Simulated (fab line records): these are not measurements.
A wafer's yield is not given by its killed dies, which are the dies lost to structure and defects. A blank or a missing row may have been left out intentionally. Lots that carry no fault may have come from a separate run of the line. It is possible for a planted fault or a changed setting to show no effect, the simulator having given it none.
Which tool did it? :: flow sky130 :: 15 lots with 43 wafers sampled at 3 steps, on a route of 708 steps

WHAT THE GAUGES READ, wafer by wafer
SKY_VT_ADJUST_HVTP_OVL_MEAS_08.
lot: L109
measured: day 6 09:35
on: overlay-02
VT_ADJUST_HVTP_OVL (nm): -3.2 -0.6 -2.8

lot: L111
measured: day 6 23:51
on: overlay-02
VT_ADJUST_HVTP_OVL (nm): -0.1 -2.0 -0.3

lot: L112
measured: day 7 04:11
on: overlay-02
VT_ADJUST_HVTP_OVL (nm): 1.1 0.3 0.3

lot: L113
measured: day 7 12:47
on: overlay-02
VT_ADJUST_HVTP_OVL (nm): -0.8 -2.4 -1.0

lot: L114
measured: day 7 12:53
on: overlay-01
VT_ADJUST_HVTP_OVL (nm): -1.1 -1.3 -2.1

lot: L115
measured: day 7 21:05
on: overlay-01
VT_ADJUST_HVTP_OVL (nm): -0.1 -1.5 -0.4

lot: L116
measured: day 8 05:32
on: overlay-01
VT_ADJUST_HVTP_OVL (nm): 1.0 -0.3 1.2

lot: L118
measured: day 8 15:50
on: overlay-01
VT_ADJUST_HVTP_OVL (nm): -3.1 -0.5 -1.4

lot: L119
measured: day 8 21:23
on: overlay-01
VT_ADJUST_HVTP_OVL (nm): -0.5 -0.5 -2.5

lot: L120
measured: day 9 05:11
on: overlay-02
VT_ADJUST_HVTP_OVL (nm): -0.5 1.2 1.6

lot: L121
measured: day 9 09:17
on: overlay-02
VT_ADJUST_HVTP_OVL (nm): -0.6 -1.3 -1.8

lot: L124
measured: day 10 16:08
on: overlay-01
VT_ADJUST_HVTP_OVL (nm): 0.2 0.0

lot: L125
measured: day 10 18:38
on: overlay-01
VT_ADJUST_HVTP_OVL (nm): -1.6 -1.7 -2.7

lot: L126
measured: day 10 20:32
on: overlay-01
VT_ADJUST_HVTP_OVL (nm): 0.4 -0.3 -1.5

lot: L127
measured: day 11 02:23
on: overlay-01
VT_ADJUST_HVTP_OVL (nm): -4.0 -4.5

SKY_VT_ADJUST_LVTN_TW_MEAS_21.
lot: L109
measured: day 8 00:44
on: film-metro-04
VT_ADJUST_LVTN_2_TW: 187.3 187.6 187.5

lot: L111
measured: day 8 16:20
on: film-metro-04
VT_ADJUST_LVTN_2_TW: 188.5 187.8 187.5

lot: L112
measured: day 8 21:25
on: film-metro-04
VT_ADJUST_LVTN_2_TW: 187.7 187.8 187.4

lot: L113
measured: day 9 06:36
on: film-metro-04
VT_ADJUST_LVTN_2_TW: 188.9 189.6 188.6

lot: L114
measured: day 9 06:44
on: film-metro-03
VT_ADJUST_LVTN_2_TW: 187.8 188.2 187.8

lot: L115
measured: day 9 15:12
on: film-metro-04
VT_ADJUST_LVTN_2_TW: 189.0 187.9 188.7

lot: L116
measured: day 9 23:46
on: film-metro-03
VT_ADJUST_LVTN_2_TW: 187.2 186.5 187.6

lot: L118
measured: day 10 11:48
on: film-metro-01
VT_ADJUST_LVTN_2_TW: 187.7 188.6 188.5

lot: L119
measured: day 10 18:31
on: film-metro-03
VT_ADJUST_LVTN_2_TW: 186.1 185.9 185.2

lot: L120
measured: day 11 03:28
on: film-metro-04
VT_ADJUST_LVTN_2_TW: 187.8 186.8 187.5

lot: L121
measured: day 11 08:03
on: film-metro-03
VT_ADJUST_LVTN_2_TW: 186.9 187.1 187.4

lot: L124
measured: day 12 18:18
on: film-metro-04
VT_ADJUST_LVTN_2_TW: 189.1 189.1

lot: L125
measured: day 12 20:12
on: film-metro-01
VT_ADJUST_LVTN_2_TW: 186.8 187.2 187.1

lot: L126
measured: day 12 20:41
on: film-metro-04
VT_ADJUST_LVTN_2_TW: 188.8 190.0 188.5

lot: L127
measured: day 13 02:49
on: film-metro-04
VT_ADJUST_LVTN_2_TW: 188.7 189.3

SKY_LDD_HVN_OVL_MEAS_07.
lot: L109
measured: day 20 12:56
on: overlay-02
LDD_HVN_OVL (nm): -1.0 0.9 -2.1

lot: L111
measured: day 21 17:55
on: overlay-02
LDD_HVN_OVL (nm): 0.4 -1.5 -0.9

lot: L112
measured: day 21 23:39
on: overlay-02
LDD_HVN_OVL (nm): -0.9 -1.9 -2.2

lot: L113
measured: day 22 14:13
on: overlay-01
LDD_HVN_OVL (nm): -2.0 -2.7 -1.9

lot: L114
measured: day 22 13:55
on: overlay-01
LDD_HVN_OVL (nm): 1.6 -0.5 -1.0

lot: L115
measured: day 22 23:54
on: overlay-01
LDD_HVN_OVL (nm): 0.6 0.9 1.2

lot: L116
measured: day 23 06:05
on: overlay-02
LDD_HVN_OVL (nm): 1.7 -0.5 0.6

lot: L118
measured: day 24 01:40
on: overlay-02
LDD_HVN_OVL (nm): -0.7 -1.1 0.7

lot: L119
measured: day 24 12:25
on: overlay-01
LDD_HVN_OVL (nm): -1.4 -1.7 -0.4

lot: L120
measured: day 24 18:18
on: overlay-01
LDD_HVN_OVL (nm): -0.1 -0.3 -1.4

lot: L121
measured: day 24 21:13
on: overlay-02
LDD_HVN_OVL (nm): 0.7 -0.6 -0.5

lot: L124
measured: day 26 17:10
on: overlay-01
LDD_HVN_OVL (nm): 1.9 2.5

lot: L125
measured: day 26 19:55
on: overlay-02
LDD_HVN_OVL (nm): 0.9 -0.4 -0.8

lot: L126
measured: day 27 02:19
on: overlay-02
LDD_HVN_OVL (nm): 2.1 0.5 1.0

lot: L127
measured: day 27 04:49
on: overlay-02
LDD_HVN_OVL (nm): 1.2 1.2

WHAT TOOL EACH LOT RAN ON (gives the tool, then ch and the chambers of the sampled wafers, and finally the start)
Before these readings, the record contains no process step.

WHAT THE TOOLS THEMSELVES READ (means of the sampled wafers that have a number; where no wafer has one, the mark that the record gives instead)
The record holds no such reading with a usual standard deviation.

THE ANSWER, worked out from the rows above alone
Rule: the lots themselves supply what counts as usual. The widest of any qualifying gaps counts: lots, ordered by their means at a reading, are off when they make up no more than a third of the lots, leave a main group of 4 or more, and stand apart from it by 3 or more times the standard deviation of that group's means. A main group is skipped when, at the precision printed for the reading in the tables above, its means are all equal. A lot without any number at a reading at which 4 lots or more have one is off too. Where the step has rows for the other lots, those lots are counted as sound. After the gauges, taken in route order, come the tools' own readings; for these a lot's mean is taken, as printed above. At the first step where some lot is off, the reading lying furthest off is the one used; lots without a number count as furthest.
No lot is off on any of the readings shown, so nothing can be concluded from this.

WHAT THE SIMULATOR HAD INSERTED
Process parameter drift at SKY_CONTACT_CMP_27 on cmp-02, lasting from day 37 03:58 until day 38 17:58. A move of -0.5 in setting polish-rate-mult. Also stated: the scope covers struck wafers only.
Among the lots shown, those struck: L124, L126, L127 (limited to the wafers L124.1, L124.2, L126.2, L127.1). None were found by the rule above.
